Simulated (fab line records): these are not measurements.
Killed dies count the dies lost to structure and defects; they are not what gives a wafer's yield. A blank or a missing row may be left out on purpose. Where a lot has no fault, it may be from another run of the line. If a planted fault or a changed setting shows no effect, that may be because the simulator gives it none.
One fault seen from 2 desks / flow gf180mcu / numbers are kept per desk, each desk with only its own; the story behind them comes last

AT THE TOOL OWNER'S DESK: pvd_sputter-04
The tool's own readings at GF_TOP_METAL_SPUTTER_03 (material Ti, target thk 5 nm, time 3.3 s): means of the sampled wafers that have a number, for each lot that ran on this tool. Any lot whose mean is over 4 standard deviations away from the usual mean is out of limits and marked OUT; that distance is given in the brackets.
Columns: A = throttle_valve_pct at GF_TOP_METAL_SPUTTER_03, usual 30.0 %
lot=L113; first seen here=day 30 06:19; A=29.9
lot=L117; first seen here=day 31 07:42; A=30.2
lot=L121; first seen here=day 32 18:01; A=30.4
This desk found nothing out of limits on any of the 3 lots.

FROM THE METROLOGY DESK
Lot by lot, what the gauges showed, no matter which tool ran the lot: averages of those sampled wafers that carry a number. Any lot whose mean is over 4 standard deviations away from the usual mean is out of limits and marked OUT; that distance is given in the brackets.
Columns: A = V5_W_RS at GF_V5_RS_MEAS_24, usual 0.327 ohm/sq; B = V5_W_THK at GF_V5_THK_MEAS_25, usual 348 nm
lot=L108; first seen here=day 28 17:47; A=0.327; B=345
lot=L113; first seen here=day 30 05:39; A=0.325; B=349
lot=L117; first seen here=day 31 07:04; A=0.328; B=343
lot=L121; first seen here=day 32 17:23; A=0.328; B=355
lot=L124; first seen here=day 33 09:34; A=0.329; B=344
lot=L125; first seen here=day 33 12:31; A=0.331; B=353
This desk found nothing out of limits on any of the 6 lots.

BROUGHT TOGETHER
The tool owner's desk saw nothing out of limits.
The metrology desk saw nothing out of limits.

WHAT THE SIMULATOR HAD INSERTED
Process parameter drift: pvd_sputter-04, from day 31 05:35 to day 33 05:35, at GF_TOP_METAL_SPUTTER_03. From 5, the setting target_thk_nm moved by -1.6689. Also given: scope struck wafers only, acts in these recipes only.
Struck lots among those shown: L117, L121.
